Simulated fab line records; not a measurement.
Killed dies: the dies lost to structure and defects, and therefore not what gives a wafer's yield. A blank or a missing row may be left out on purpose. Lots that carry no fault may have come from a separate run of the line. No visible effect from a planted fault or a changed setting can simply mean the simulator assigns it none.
The same fault as seen by 2 desks || flow sky130 || each desk holds nothing but its own numbers, with what lay behind them at the end

## METROLOGY DESK
Means of the sampled wafers that have a number, per lot and without regard to the tool the lot ran on: this is what the gauges read. Any lot whose mean is over 4 standard deviations away from the usual mean is out of limits and marked OUT; that distance is given in the brackets.
Columns: A = VIA2_W_THK at SKY_VIA2_THK_MEAS_23, usual 417 nm
{"lot": "L136", "first seen here": "day 36 03:29", "A": 422}
{"lot": "L137", "first seen here": "day 36 12:28", "A": 410}
{"lot": "L138", "first seen here": "day 36 19:50", "A": 426}
{"lot": "L139", "first seen here": "day 37 06:07", "A": 425}
{"lot": "L141", "first seen here": "day 37 17:09", "A": 409}
{"lot": "L143", "first seen here": "day 38 12:23", "A": 405}
{"lot": "L144", "first seen here": "day 39 02:26", "A": 422}
{"lot": "L149", "first seen here": "day 40 07:36", "A": 413}
{"lot": "L150", "first seen here": "day 40 17:07", "A": 416}
{"lot": "L153", "first seen here": "day 41 08:23", "A": 412}
{"lot": "L157", "first seen here": "day 42 13:05", "A": 411}
{"lot": "L158", "first seen here": "day 42 18:48", "A": 423}
This desk found nothing out of limits on any of the 12 lots.

## THE TOOL OWNER'S DESK: pvd_sputter-01
At SKY_METAL3_SPUTTER_04 (material TiN, target thk 70 nm, time 58.3 s) the tool's own readings: per lot run on this tool, the mean of the sampled wafers that have a number. Any lot whose mean is over 4 standard deviations away from the usual mean is out of limits and marked OUT; that distance is given in the brackets.
Columns: A = chamber_pressure_pa at SKY_METAL3_SPUTTER_04, usual 0.4001 Pa; B = throttle_valve_pct at SKY_METAL3_SPUTTER_04, usual 30.2 %
{"lot": "L137", "first seen here": "day 36 12:55", "A": 0.4001, "B": 31.0}
{"lot": "L139", "first seen here": "day 37 06:35", "A": 0.4009, "B": 30.5}
{"lot": "L143", "first seen here": "day 38 12:49", "A": 0.4001, "B": 30.4}
{"lot": "L149", "first seen here": "day 40 08:04", "A": "0.4365 (+46) OUT", "B": 29.8}
{"lot": "L150", "first seen here": "day 40 17:34", "A": "0.4375 (+47) OUT", "B": 29.8}
This desk's finding: out of limits on L149, L150; first on L149, day 40 08:04 (chamber_pressure_pa at SKY_METAL3_SPUTTER_04). In limits: L137, L139, L143.

## PUT TOGETHER
At day 40 08:04, on L149, L150, the tool owner's desk was in a position to raise an alarm.
Metrology desk: nothing out of limits seen.
The metrology desk has L149, L150 on record, within its limits.
Of the lots named, all ran SKY_METAL3_SPUTTER_04 on pvd_sputter-01.

## WHAT THE SIMULATOR HAD INSERTED
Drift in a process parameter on pvd_sputter-01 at SKY_METAL3_SPUTTER_04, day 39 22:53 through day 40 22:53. From 0.4, the setting chamber_pressure_pa moved by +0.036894. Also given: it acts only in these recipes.
Shown lots that were struck: L149, L150.
How many hours passed from the start of the fault until each desk's first out-of-limits reading: the tool owner's desk, 9.
